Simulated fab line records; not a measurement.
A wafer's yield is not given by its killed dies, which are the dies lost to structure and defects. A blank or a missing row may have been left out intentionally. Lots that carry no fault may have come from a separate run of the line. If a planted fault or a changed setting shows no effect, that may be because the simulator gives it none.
Struck lot and sound lot, side by side || flow sky130 || 15 steps out of a route of 708
Sound: wafers L297.2, L297.3, L297.6. Struck: wafer L303.4. (L303.2, L303.5 of the same lot were not struck and are left out.) The cause comes at the end.
Each step with rows lists, per side, the tool, then ch with its chambers, then its first start. Under that, the readings that differ: sound wafers || struck wafers || difference of the means || sigmas: that difference in standard deviations of wafers without a fault.
alike: readings whose means differ by less than 2 such deviations, and words and numbers that are the same on both sides. not compared: withheld readings, readings that some wafer has no value for, bounds like >300 that may hide the same value, and numbers for which the record gives no deviation and whose values overlap.
Wherever a step has rows on one side only, a row that says differs or no value, or a row with sigmas, the two part there. Non-overlapping numbers with no deviation appear without sigmas and do not part them. A reading missing from all wafers of one side parts the sides only when that side holds two or more wafers.

first, 3 steps without rows for these wafers: SKY_VIA2_STRIP_17 (strips in post etch residue remover, time 1200 s); SKY_VIA2_CLEAN_18 (cleans in IPA, time 180 s); SKY_VIA2_CLEAN_19 (cleans in O3/DIW).
SKY_VIA2_SPUTTER_20: material TiN, target thk 20 nm, time 80 s.
  sound on pvd sputter-03, day 39 08:03; struck on pvd sputter-03, day 41 08:55
  alike: throttle valve pct
then, 1 step without rows for these wafers: SKY_VIA2_CVD_21 (deposits W, target thk 420 nm, time 126.4 s).
SKY_VIA2_RS_MEAS_22: a four-point-probe measurement.
  sound on film metro-01, day 39 08:16; struck on film metro-04, day 41 09:08
  alike: VIA2_W_RS
SKY_VIA2_THK_MEAS_23: measures by xrf.
  sound on film metro-01, day 39 08:23; struck on film metro-04, day 41 09:14
  alike: VIA2_W_THK
then, 1 step without rows for these wafers: SKY_VIA2_CMP_24 (polishes, stops on SiO2, t overpolish 20 s, target thk 0 nm).
SKY_METAL3_SPUTTER_00: material Ti, target thk 15 nm, time 10 s.
  sound on pvd sputter-02, day 39 08:44; struck on pvd sputter-02, day 41 09:35
  alike: throttle valve pct
SKY_METAL3_SPUTTER_01: material TiN, target thk 20 nm, time 16.7 s.
  sound on pvd sputter-02, day 39 08:45; struck on pvd sputter-02, day 41 09:37
  alike: throttle valve pct
SKY_METAL3_SPUTTER_02: material AlCu, target thk 735 nm, time 39.1 s.
  sound on pvd sputter-02, day 39 08:46; struck on pvd sputter-02, day 41 09:38
  alike: throttle valve pct
then, 1 step without rows for these wafers: SKY_METAL3_SPUTTER_03 (material Ti, target thk 5 nm, time 3.3 s).
SKY_METAL3_SPUTTER_04: material TiN, target thk 70 nm, time 58.3 s.
  sound on pvd sputter-02, day 39 08:50; struck on pvd sputter-02, day 41 09:42
{"reading": "model.TiN_of_METAL3_SPUTTER_04.thk nm (nm)", "sound": "68.78 69.32 69.24", "struck": 92.58, "difference": "+23.47", "sigmas": ""}
  alike: throttle valve pct
SKY_CAPM_CVD_00: deposits SiO2, target thk 15.5 nm.
  sound on pecvd-02 ch 0,1,2, day 39 08:53; struck on pecvd-01 ch 2, day 41 09:45
  alike: heater power w
-- the record jumps here: 8 days lie between the struck wafers' starts before and after (it left off in module CAPM and takes up again in module PAD_OPEN, whose first step shown is number 708 of the route) --
SKY_PAD_OPEN_PROBE_99:
  sound on prober-01, day 48 02:37; struck on prober-01, day 49 15:55
{"reading": "killed_at_M4_up", "sound": "3 6 5", "struck": 1, "difference": -4, "sigmas": -2}
{"reading": "model.etest.via3 chain.rc ohm", "sound": "9.463 10.27 9.773", "struck": 10.45, "difference": "+0.61", "sigmas": ""}
  alike: defect limited yield, killed_at_M0_to_M3, killed at contacts, killed at front end, killed at other, killed dies, killed open, killed short, sort_bin_3_pad_short, sort_bin_5_function, sort_bin_6_memory, sort n pass, sort yield pct

## WHERE THEY PART
Only at SKY_PAD_OPEN_PROBE_99, within this record.

WHY: what the simulator had put in
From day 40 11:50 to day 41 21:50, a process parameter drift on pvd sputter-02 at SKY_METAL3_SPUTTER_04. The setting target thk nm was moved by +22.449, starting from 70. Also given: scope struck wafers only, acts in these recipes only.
